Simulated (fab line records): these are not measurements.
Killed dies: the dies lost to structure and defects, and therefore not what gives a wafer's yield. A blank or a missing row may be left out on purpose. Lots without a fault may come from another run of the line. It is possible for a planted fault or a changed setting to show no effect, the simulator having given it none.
What tool caused it? -- flow sky130 -- 72 wafers from 24 lots sampled at 6 of the route's 708 steps

WHAT THE GAUGES SHOWED, per wafer
SKY_SD_P_CD_MEAS_07 targets a cd of 380 nm. Usual: cdNm 378.2 nm, standard deviation 2.6.
lot,measured,on,cdNm (nm),flag
L074,day 25 16:22,cdSem-02,380.5 376.4 375.3,
L075,day 26 02:31,cdSem-02,381.0 379.4 379.7,
L076,day 26 07:08,cdSem-02,372.5 378.2 376.5,
L077,day 26 19:11,cdSem-02,381.0 382.8 380.4,
L078,day 27 04:04,cdSem-01,378.2 378.8 379.4,
L079,day 27 06:26,cdSem-02,380.0 378.6 379.2,
L080,day 27 17:16,cdSem-01,380.5 379.3 380.7,
L081,day 28 01:28,cdSem-01,374.2 377.6 377.9,
L082,day 28 14:04,cdSem-02,377.5 378.2 376.9,
L083,day 28 20:03,cdSem-02,379.2 378.7 380.9,
L084,day 29 02:25,cdSem-01,371.8 373.9 374.5,
L085,day 29 11:50,cdSem-02,377.4 376.3 375.7,
L086,day 29 19:41,cdSem-02,374.0 376.9 375.3,
L087,day 30 01:15,cdSem-01,375.9 375.6 377.6,
L088,day 30 09:37,cdSem-01,382.3 381.8 378.8,
L089,day 30 19:47,cdSem-02,378.9 377.3 379.8,
L090,day 31 00:47,cdSem-02,384.1 380.9 382.1,
L091,day 31 12:02,cdSem-01,383.1 380.3 381.6,
L092,day 31 20:28,cdSem-02,377.8 377.6 376.3,
L093,day 31 23:38,cdSem-01,375.2 374.7 377.2,
L094,day 32 08:43,cdSem-01,381.1 382.4 380.8,
L095,day 32 14:58,cdSem-01,375.8 378.6 378.4,
L096,day 32 19:51,cdSem-01,376.1 375.6 373.4,
L097,day 33 12:23,cdSem-02,375.9 374.0 377.5,

SKY_METAL2_CD_MEAS_15 targets a cd of 140 nm. Usual: cdNm 140.3 nm, standard deviation 1.4.
lot,measured,on,cdNm (nm),flag
L074,day 35 08:10,cdSem-02,141.4 141.8 141.3,
L075,day 35 18:25,cdSem-01,141.3 142.8 142.3,
L076,day 35 22:17,cdSem-01,140.4 139.4 138.9,
L077,day 36 09:32,cdSem-02,139.9 140.3 138.4,
L078,day 36 16:28,cdSem-02,140.0 138.8 139.9,
L079,day 36 19:14,cdSem-01,139.6 139.5 140.1,
L080,day 37 04:04,cdSem-01,142.2 141.7 142.2,
L081,day 37 12:40,cdSem-02,137.8 139.5 140.3,
L082,day 38 00:46,cdSem-02,139.7 141.8 141.5,
L083,day 38 06:44,cdSem-01,141.4 141.7 141.1,
L084,day 38 12:06,cdSem-02,142.0 142.0 142.0,
L085,day 38 18:50,cdSem-02,139.1 140.1 141.7,
L086,day 39 01:49,cdSem-01,139.9 140.6 140.9,
L087,day 39 09:03,cdSem-02,140.7 139.3 139.3,
L088,day 39 16:25,cdSem-01,140.6 140.4 140.1,
L089,day 40 00:44,cdSem-01,138.8 139.2 139.3,
L090,day 40 05:30,cdSem-02,141.7 140.2 140.8,
L091,day 40 15:38,cdSem-02,139.6 139.3 138.4,
L092,day 40 19:56,cdSem-02,138.6 137.1 138.4,
L093,day 41 00:51,cdSem-01,141.8 138.9 140.6,
L094,day 41 09:29,cdSem-01,139.4 141.4 140.9,
L095,day 41 14:56,cdSem-02,138.1 138.3 138.3,
L096,day 41 19:52,cdSem-01,143.3 142.9 142.4,
L097,day 42 10:18,cdSem-02,140.8 141.8 140.2,

SKY_VIA3_CD_MEAS_12 targets a cd of 200 nm. Usual: cdNm 201.1 nm, standard deviation 1.1.
lot,measured,on,cdNm (nm),flag
L074,day 39 20:38,cdSem-02,200.1 199.9 201.5,
L075,day 40 07:04,cdSem-02,200.7 200.7 200.9,
L076,day 40 09:59,cdSem-01,201.7 201.3 200.8,
L077,day 40 20:17,cdSem-01,201.4 202.4 201.3,
L078,day 41 03:11,cdSem-01,202.4 202.5 200.9,
L079,day 41 05:57,cdSem-01,200.2 202.4 201.4,
L080,day 41 15:05,cdSem-01,199.8 199.3 200.6,
L081,day 41 20:53,cdSem-02,202.7 203.0 202.5,
L082,day 42 09:34,cdSem-01,200.9 201.6 201.0,
L083,day 42 14:29,cdSem-01,201.7 202.2 201.4,
L084,day 42 18:35,cdSem-01,201.9 201.3 201.7,
L085,day 43 00:24,cdSem-01,202.1 202.3 202.2,
L086,day 43 07:16,cdSem-02,199.8 202.1 201.4,
L087,day 43 14:57,cdSem-02,203.0 202.9 201.6,
L088,day 43 20:49,cdSem-01,200.8 200.4 199.0,
L089,day 44 05:44,cdSem-02,198.0 199.3 199.5,
L090,day 44 09:18,cdSem-02,200.6 201.0 200.1,
L091,day 44 18:04,cdSem-01,201.0 201.1 201.3,
L092,day 44 22:01,cdSem-02,198.8 197.6 200.3,
L093,day 45 03:15,cdSem-01,201.4 201.0 201.5,
L094,day 45 10:19,cdSem-01,202.3 202.7 200.5,
L095,day 45 15:14,cdSem-01,201.5 202.1 201.9,
L096,day 45 19:58,cdSem-02,200.7 200.7 201.1,
L097,day 46 08:12,cdSem-02,201.1 201.9 203.1,

EACH LOT AND THE TOOL THAT RAN IT (in order: tool; ch and the chambers of the sampled wafers; start)
lot,SKY_VIA1_CMP_24,SKY_METAL2_SPUTTER_03,SKY_CAPM_CVD_00
L074,"cmp-02 ch 0,2, day 34 05:02","pvdSputter-03, day 34 05:21","pecvd-02 ch 1,2, day 36 13:39"
L075,"cmp-02 ch 1,2,3, day 34 15:19","pvdSputter-02, day 34 15:35","pecvd-01 ch 0,1, day 36 23:46"
L076,"cmp-01 ch 2,3, day 34 19:37","pvdSputter-03, day 34 19:57","pecvd-01 ch 0,1,2, day 37 03:30"
L077,"cmp-01 ch 0,1,3, day 35 06:08","pvdSputter-02, day 35 06:28","pecvd-04 ch 0,2, day 37 14:52"
L078,"cmp-02 ch 0,1, day 35 13:34","pvdSputter-02, day 35 13:53","pecvd-04 ch 1,2, day 37 21:24"
L079,"cmp-01 ch 0,1,3, day 35 16:52","pvdSputter-02, day 35 17:14","pecvd-02 ch 0,1,2, day 38 00:36"
L080,"cmp-02 ch 0,1,3, day 36 01:47","pvdSputter-02, day 36 02:09","pecvd-01 ch 0,1, day 38 09:40"
L081,"cmp-02 ch 1,2,3, day 36 10:25","pvdSputter-04, day 36 10:47","pecvd-01 ch 1,2, day 38 17:09"
L082,"cmp-02 ch 0,1,2, day 36 23:05","pvdSputter-03, day 36 23:18","pecvd-02 ch 0,1,2, day 39 05:11"
L083,"cmp-01 ch 0,2,3, day 37 04:02","pvdSputter-03, day 37 04:24","pecvd-04 ch 0,1, day 39 11:34"
L084,"cmp-01 ch 1,2,3, day 37 09:43","pvdSputter-03, day 37 10:05","pecvd-01 ch 0,2, day 39 16:13"
L085,"cmp-01 ch 0,2,3, day 37 16:58","pvdSputter-04, day 37 17:20","pecvd-04 ch 0,2, day 39 22:32"
L086,"cmp-01 ch 1,2,3, day 37 23:53","pvdSputter-03, day 38 00:13","pecvd-01 ch 0,2, day 40 05:16"
L087,"cmp-01 ch 2,3, day 38 07:13","pvdSputter-04, day 38 07:35","pecvd-04 ch 0,1, day 40 13:02"
L088,"cmp-02 ch 2,3, day 38 14:35","pvdSputter-04, day 38 14:55","pecvd-04 ch 0,1, day 40 19:43"
L089,"cmp-02 ch 0,2,3, day 38 22:57","pvdSputter-02, day 38 23:13","pecvd-02 ch 0,1,2, day 41 03:56"
L090,"cmp-01 ch 0,1, day 39 03:43","pvdSputter-03, day 39 04:05","pecvd-02 ch 0,2, day 41 08:59"
L091,"cmp-01 ch 2,3, day 39 14:26","pvdSputter-02, day 39 14:46","pecvd-02 ch 0,1,2, day 41 18:49"
L092,"cmp-01 ch 2,3, day 39 19:34","pvdSputter-03, day 39 19:56","pecvd-04 ch 0,1, day 41 22:46"
L093,"cmp-02 ch 0,1,3, day 40 00:10","pvdSputter-03, day 40 00:32","pecvd-04 ch 0,1, day 42 04:32"
L094,"cmp-02 ch 0,1,2, day 40 08:51","pvdSputter-02, day 40 09:10","pecvd-01 ch 0,1, day 42 12:34"
L095,"cmp-01 ch 0,2,3, day 40 13:51","pvdSputter-02, day 40 14:13","pecvd-01 ch 0,2, day 42 18:24"
L096,"cmp-02 ch 1,2,3, day 40 19:35","pvdSputter-04, day 40 19:55","pecvd-01 ch 0,2, day 42 22:59"
L097,"cmp-02 ch 1,2,3, day 41 09:56","pvdSputter-03, day 41 10:19","pecvd-02 ch 0,2, day 43 13:21"
- SKY_VIA1_CMP_24: polishes, stops on SiO2, t overpolish 15 s, target thk 0 nm.
- SKY_METAL2_SPUTTER_03: material Ti, target thk 5 nm, time 3.3 s.
- SKY_CAPM_CVD_00: deposits SiO2, target thk 15.5 nm.

WHAT THE TOOLS THEMSELVES READ (means of the sampled wafers that have a number; where no wafer has one, the mark that the record gives instead)
SKY_VIA1_CMP_24. Usual: headPressurePsi 3.499 psi, standard deviation 0.0073; motorCurrentA 10.6 A, standard deviation 1.2; overpolishRunS 15.000 s, standard deviation 0.0084; timeToEndpointS 65 s, standard deviation 4.5.
lot,tool,headPressurePsi (psi),motorCurrentA (A),overpolishRunS (s),timeToEndpointS (s),flag
L074,cmp-02,3.500,9.4,15.007,69,
L075,cmp-02,3.493,10.7,14.993,62,
L076,cmp-01,3.495,11.4,14.999,66,
L077,cmp-01,3.497,10.9,15.005,70,
L078,cmp-02,3.497,9.4,15.003,64,
L079,cmp-01,3.496,11.1,15.005,68,
L080,cmp-02,3.502,10.1,15.008,64,
L081,cmp-02,3.504,10.7,14.998,69,
L082,cmp-02,3.499,9.4,14.990,63,
L083,cmp-01,3.502,11.3,15.003,65,
L084,cmp-01,3.497,11.1,15.005,67,
L085,cmp-01,3.506,11.0,15.002,65,
L086,cmp-01,3.506,11.1,15.002,63,
L087,cmp-01,3.508,11.4,15.004,65,
L088,cmp-02,3.491,11.1,14.993,61,
L089,cmp-02,3.500,10.1,14.999,63,
L090,cmp-01,3.489,10.4,14.998,72,
L091,cmp-01,3.500,11.6,15.002,66,
L092,cmp-01,3.498,11.3,15.000,67,
L093,cmp-02,3.502,10.1,14.997,58,
L094,cmp-02,3.502,9.2,14.991,61,
L095,cmp-01,3.506,11.1,14.999,62,
L096,cmp-02,3.500,10.7,15.003,60,
L097,cmp-02,3.502,10.7,15.001,62,

SKY_METAL2_SPUTTER_03. Usual: throttleValvePct 30.0 %, standard deviation 1.
lot,tool,throttleValvePct (%),flag
L074,pvdSputter-03,31.2,
L075,pvdSputter-02,28.9,
L076,pvdSputter-03,29.8,
L077,pvdSputter-02,29.1,
L078,pvdSputter-02,30.2,
L079,pvdSputter-02,28.8,
L080,pvdSputter-02,29.5,
L081,pvdSputter-04,30.4,
L082,pvdSputter-03,30.5,
L083,pvdSputter-03,30.5,
L084,pvdSputter-03,30.5,
L085,pvdSputter-04,29.9,
L086,pvdSputter-03,30.3,
L087,pvdSputter-04,30.7,
L088,pvdSputter-04,30.0,
L089,pvdSputter-02,29.1,
L090,pvdSputter-03,31.2,
L091,pvdSputter-02,29.4,
L092,pvdSputter-03,30.5,
L093,pvdSputter-03,30.4,
L094,pvdSputter-02,29.9,
L095,pvdSputter-02,30.1,
L096,pvdSputter-04,30.2,
L097,pvdSputter-03,30.3,

SKY_CAPM_CVD_00. Usual: heaterPowerW 750 W, standard deviation 100.
lot,tool,heaterPowerW (W),flag
L074,pecvd-02,915,
L075,pecvd-01,681,
L076,pecvd-01,726,
L077,pecvd-04,838,
L078,pecvd-04,734,
L079,pecvd-02,833,
L080,pecvd-01,798,
L081,pecvd-01,614,
L082,pecvd-02,832,
L083,pecvd-04,702,
L084,pecvd-01,646,
L085,pecvd-04,756,
L086,pecvd-01,748,
L087,pecvd-04,750,
L088,pecvd-04,698,
L089,pecvd-02,784,
L090,pecvd-02,803,
L091,pecvd-02,832,
L092,pecvd-04,683,
L093,pecvd-04,683,
L094,pecvd-01,722,
L095,pecvd-01,694,
L096,pecvd-01,697,
L097,pecvd-02,799,

THE ANSWER, worked out from the rows above alone
Rule: a lot is off if the mean of its wafers that have a number lies more than 3 standard deviations from the usual mean. A lot without any number at a reading at which 4 lots or more have one is off too. All remaining lots with rows at the step are treated as sound. First the gauges in route order, then the tools' own readings, where a lot's mean is used as printed above. The first step at which some lot is off is used, and at that step the reading that is off furthest; a lot without a number counts as furthest.
No lot is off on any of the readings shown, so nothing can be concluded from this.

WHAT HAD BEEN PUT IN BY THE SIMULATOR
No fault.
